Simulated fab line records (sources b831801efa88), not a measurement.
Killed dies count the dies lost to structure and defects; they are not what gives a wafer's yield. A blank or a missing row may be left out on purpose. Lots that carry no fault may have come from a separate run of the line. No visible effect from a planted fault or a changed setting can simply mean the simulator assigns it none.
A struck lot beside a sound one | flow sky130 | 16 out of 708 route steps
Sound: these wafers, L517.2, L517.4, L517.5. Struck: wafer L511.5 (left out: L511.4, a lot-mate that was not struck); the cause follows at the end.
For every step that has rows: the tool of each side, followed by ch and its chambers, followed by its first start. Under that, the readings that differ: sound wafers | struck wafers | difference of the means | sigmas: that difference in standard deviations of wafers without a fault.
alike: readings with means less than 2 such deviations apart, plus words and numbers identical on both sides. not compared: withheld readings, readings lacking a value on some wafer, bounds such as >300 that could conceal the same value, and numbers that have no deviation in the record and whose values overlap.
A row with sigmas, a row that says differs or no value, or rows on one side alone: a step with any of these is where the two part. When numbers do not overlap yet have no deviation, they are printed without sigmas and do not part them. A reading missing from all wafers of one side parts the sides only when that side holds two or more wafers.

first, 1 step without rows for these wafers: SKY_VT_ADJUST_NCORE_DEVELOP_06 (develop time 60 s).
SKY_VT_ADJUST_NCORE_CD_MEAS_07: the cd target is 380 nm.
  sound on cd sem-01 at day 14 14:41; struck on cd sem-02 at day 12 16:18
  alike: cd nm
SKY_VT_ADJUST_NCORE_OVL_MEAS_08:
  sound on overlay-02 at day 14 14:48; struck on overlay-01 at day 12 16:23
  alike: VT_ADJUST_NCORE_OVL
following that, these wafers have no rows for 1 step: SKY_VT_ADJUST_NCORE_IMPLANT_09.
SKY_VT_ADJUST_NCORE_STRIP_10: strips in O2/N2.
  sound on plasma asher-03 ch 0,1, day 14 14:59; struck on plasma asher-03 ch 1, day 12 16:35
  alike: drypump motor current A, oes product au, strip time to endpoint s
  not compared: rf hours counter h
SKY_VT_ADJUST_NCORE_TW_MEAS_11:
  sound on film metro-01 at day 14 15:05; struck on film metro-03 at day 12 16:41
  alike: VT_ADJUST_NCORE_TW
then, 6 steps without rows for these wafers: SKY_VT_ADJUST_HVTR_DEHYDRATE_00 (time 60 s); SKY_VT_ADJUST_HVTR_HMDS_01 (prime time 60 s); SKY_VT_ADJUST_HVTR_COAT_02 (resist thk 1140 nm); SKY_VT_ADJUST_HVTR_SOFTBAKE_03 (time 60 s); SKY_VT_ADJUST_HVTR_EXPOSE_04 (exposes mask HVTRM, target cd 380 nm); SKY_VT_ADJUST_HVTR_PEB_05.
SKY_VT_ADJUST_HVTR_DEVELOP_06: develop time 60 s.
  sound on litho track-04 ch 0, day 15 17:50; struck on litho track-01 ch 0, day 13 17:53
SKY_VT_ADJUST_HVTR_CD_MEAS_07: the cd target is 380 nm.
  sound on cd sem-01 at day 15 17:59; struck on cd sem-01 at day 13 18:01
  reading    | sound             | struck | difference | sigmas
  cd nm (nm) | 378.7 378.1 377.8 | 397.3  | +19.1      | +8
SKY_VT_ADJUST_HVTR_OVL_MEAS_08:
  sound on overlay-02 at day 15 18:05; struck on overlay-02 at day 13 18:06
  alike: VT_ADJUST_HVTR_OVL
-- record jumps: 36 days separate the struck wafers' starts on either side; left off in module VT_ADJUST_HVTR, taken up again in module PAD_OPEN, whose first shown step is the route's number 708 --
SKY_PAD_OPEN_PROBE_99:
  sound on prober-02 at day 50 10:44; struck on prober-01 at day 50 02:41
  reading         | sound | struck | difference | sigmas
  killed_at_M4_up | 6 6 5 | 2      | -4         | -2
  alike: killed_at_M0_to_M3, killed at contacts, killed at front end, killed at other, killed dies, killed open, killed short

## WHERE THEY PART
Last at SKY_PAD_OPEN_PROBE_99 as far as this record goes, first at SKY_VT_ADJUST_HVTR_CD_MEAS_07.

WHY: whatever the simulator had introduced
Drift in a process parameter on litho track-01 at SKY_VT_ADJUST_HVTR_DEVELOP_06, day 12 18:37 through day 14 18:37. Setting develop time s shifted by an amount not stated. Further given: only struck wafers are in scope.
